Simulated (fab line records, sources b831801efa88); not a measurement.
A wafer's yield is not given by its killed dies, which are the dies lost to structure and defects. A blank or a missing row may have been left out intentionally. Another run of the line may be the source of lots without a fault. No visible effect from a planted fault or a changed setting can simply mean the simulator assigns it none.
2 desks looking at one fault    flow gf180mcu    each desk holds nothing but its own numbers, with what lay behind them at the end

== FOR THE TOOL OWNER'S DESK: pecvd-03 ==
The tool's own readings at GF_V3_CVD_02 (deposits SiO2 from TEOS, target thk 850 nm, time 94.851 s): means of the sampled wafers that have a number, for each lot that ran on this tool. The brackets show how far a lot's mean lies from the usual mean; more than 4 standard deviations puts the lot out of limits, marked OUT.
Columns: A = heater_power_w at GF_V3_CVD_02, usual 592 W; B = rf_fwd_power_W at GF_V3_CVD_02, usual 595.3 W
lot   first seen here  A    B
L845  day 21 08:34     611  594.8
L851  day 23 11:48     487  594.1
L855  day 24 21:19     470  596.6
L860  day 26 12:10     520  596.8
L861  day 27 00:57     478  594.0
Finding of this desk: none of the 5 lots has anything out of limits.

== FROM THE METROLOGY DESK ==
Lot by lot, what the gauges showed, no matter which tool ran the lot: averages of those sampled wafers that carry a number. The brackets show how far a lot's mean lies from the usual mean; more than 4 standard deviations puts the lot out of limits, marked OUT.
Columns: A = V3_CVD_02_THK at GF_V3_THK_MEAS_03, usual 849 nm
lot   first seen here  A
L845  day 21 08:38     849
L848  day 22 12:14     847
L849  day 22 12:37     849
L851  day 23 11:52     844
L855  day 24 21:23     841
L858  day 26 07:09     856
L860  day 26 12:14     741 (-9.8) OUT
L861  day 27 01:02     682 (-15) OUT
L863  day 27 13:35     847
L864  day 27 18:59     857
L865  day 28 00:40     847
This desk's finding: out of limits on L860, L861; first on L860, day 26 12:14 (V3_CVD_02_THK at GF_V3_THK_MEAS_03). L845, L848, L849, L851, L855, L858, L863, L864, L865 stayed within limits.

== ALL TOGETHER ==
On L860, L861, the metrology desk was in a position to raise an alarm at day 26 12:14.
The tool owner's desk saw nothing out of limits.
The tool owner's desk has L860, L861 on record, within its limits.
All the named lots went through GF_V3_CVD_02 on pecvd-03.

== WHAT THE SIMULATOR HAD INSERTED ==
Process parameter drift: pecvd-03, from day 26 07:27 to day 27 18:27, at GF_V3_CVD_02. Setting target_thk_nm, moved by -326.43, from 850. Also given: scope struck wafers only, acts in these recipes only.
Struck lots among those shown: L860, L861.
Time in hours between the start of the fault and the first out-of-limits reading at each desk: metrology desk, 5.
